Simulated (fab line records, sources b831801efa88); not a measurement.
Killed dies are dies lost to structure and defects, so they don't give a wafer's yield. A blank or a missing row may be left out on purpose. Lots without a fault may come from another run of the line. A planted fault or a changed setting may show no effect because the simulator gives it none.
One fault seen from 2 desks | flow sky130 | each desk has only its own numbers; what lay behind them comes last

THE TOOL OWNER'S DESK: rie_metal-04
The tool's own readings at SKY_METAL5_METAL_ETCH_15 (etches the open film in Cl2/BCl3, stops on SiO2, target depth 1260 nm, time 252 s): means of the sampled wafers that have a number, for each lot that ran on this tool. A lot is out of limits, marked OUT, if its mean lies more than 4 standard deviations from the usual mean; the brackets give that distance.
Columns: A = drypump_motor_current_A at SKY_METAL5_METAL_ETCH_15, usual 5.8 A; B = oes_product_au at SKY_METAL5_METAL_ETCH_15, usual 0.894 a.u.; C = throttle_valve_pct at SKY_METAL5_METAL_ETCH_15, usual 22.264 %
lot  | first seen here | A   | B               | C
L108 | day 43 17:32    | 5.7 | 0.894           | 22.266
L113 | day 45 07:22    | 5.7 | 0.895           | 22.261
L118 | day 46 10:55    | 5.7 | 0.898           | 22.265
L119 | day 46 20:56    | 5.7 | 0.891           | 22.264
L122 | day 47 21:14    | 5.5 | 0.894           | 22.269
L126 | day 48 14:41    | 5.7 | 0.891           | 22.261
L125 | day 48 17:26    | 5.8 | 0.720 (-35) OUT | 22.268
L127 | day 48 21:40    | 5.5 | 0.838 (-11) OUT | 22.263
This desk's finding: out of limits on L125, L127; first on L125, day 48 17:26 (oes_product_au at SKY_METAL5_METAL_ETCH_15). In limits: L108, L113, L118, L119, L122, L126.

THE METROLOGY DESK
What the gauges read, lot by lot, whatever tool the lot ran on: means of the sampled wafers that have a number. A lot is out of limits, marked OUT, if its mean lies more than 4 standard deviations from the usual mean; the brackets give that distance.
Columns: A = LI_CONTACT_HDPCVD_THK at SKY_LI_CONTACT_THK_MEAS_01, usual 930 nm; B = cd_nm at SKY_LOCAL_INTERCONNECT_CD_MEAS_11, usual 169.8 nm
lot  | first seen here | A   | B
L108 | day 27 19:40    | 941 | 169.9
L109 | day 28 05:28    | 942 | 170.9
L111 | day 28 20:35    | 922 | 169.4
L113 | day 29 18:55    | 924 | 169.4
L117 | day 31 04:55    | 921 | 170.9
L118 | day 31 08:58    | 934 | 169.4
L119 | day 31 19:57    | 932 | 170.3
L120 | day 32 03:37    | 930 | 169.2
L121 | day 32 13:35    | 924 | 170.6
L122 | day 33 08:00    | 924 | 170.2
L126 | day 34 05:36    | 932 | 170.9
L125 | day 34 09:18    | 928 | 169.6
L127 | day 34 16:16    | 939 | 167.9
L130 | day 35 06:13    | 932 | 170.3
This desk's finding: nothing out of limits on any of the 14 lots.

PUT TOGETHER
The tool owner's desk could have raised an alarm at day 48 17:26, on L125, L127.
The metrology desk saw nothing out of limits.
The metrology desk has L125, L127 on record, within its limits.
Of the lots named, all ran SKY_METAL5_METAL_ETCH_15 on rie_metal-04.

WHAT THE SIMULATOR HAD PUT IN
Process parameter drift: rie_metal-04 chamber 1, from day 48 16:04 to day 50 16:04, at SKY_METAL5_METAL_ETCH_15. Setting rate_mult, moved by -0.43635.
Lots struck among those shown: L125, L127.
Hours from the fault's start to each desk's first reading out of limits: the tool owner's desk, 1.
